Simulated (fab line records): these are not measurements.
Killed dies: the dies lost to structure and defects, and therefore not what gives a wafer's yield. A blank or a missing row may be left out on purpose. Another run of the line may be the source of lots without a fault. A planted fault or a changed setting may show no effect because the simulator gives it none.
Which tool was responsible?    flow gf180mcu    Sampling: 7 lots, 21 wafers, 2 of 602 route steps

== WHAT EACH GAUGE READ, for each wafer ==
GF_M2_CD_MEAS_14 targets a cd of 280 nm.
lot   measured      on        cdNm (nm)
L659  day 20 01:57  cdSem-01  282.0 281.1 282.2
L661  day 20 16:59  cdSem-02  281.1 282.1 281.2
L664  day 21 15:42  cdSem-02  281.1 283.0 282.9
L667  day 22 18:49  cdSem-02  280.3 280.1 281.4
L674  day 24 22:58  cdSem-01  278.7 278.3 278.8
L677  day 26 00:55  cdSem-02  279.6 280.2 280.3
L680  day 26 17:57  cdSem-01  280.7 280.9 280.6

== TOOL THAT RAN EACH LOT (tool first, then ch and the chambers of the sampled wafers, then the start) ==
lot   GF_M2_SPUTTER_04
L659  pvdSputter-04, day 19 00:46
L661  pvdSputter-04, day 19 16:52
L664  pvdSputter-01, day 20 15:36
L667  pvdSputter-04, day 21 19:28
L674  pvdSputter-01, day 24 00:54
L677  pvdSputter-02, day 25 03:19
L680  pvdSputter-01, day 25 21:11
- GF_M2_SPUTTER_04: material TiN, target thk 50 nm, time 41.7 s.

== THE ANSWER, worked out from the rows above alone ==
Rule: the lots themselves supply what counts as usual. Put in order of their means at a reading, lots are off if they are a third of the lots or fewer, leave a main group of 4 or more, and stand apart from it by a gap of 3 or more times the standard deviation of the main group's means; of several such gaps the widest counts. A main group whose means are all the same, to the digits that the tables above print for the reading, isn't used. Also off: a lot with no number at a reading for which 4 or more lots have one. All remaining lots with rows at the step are treated as sound.
No lot is off on any of the readings shown, so nothing can be concluded from this.

== WHAT THE SIMULATOR HAD PUT IN ==
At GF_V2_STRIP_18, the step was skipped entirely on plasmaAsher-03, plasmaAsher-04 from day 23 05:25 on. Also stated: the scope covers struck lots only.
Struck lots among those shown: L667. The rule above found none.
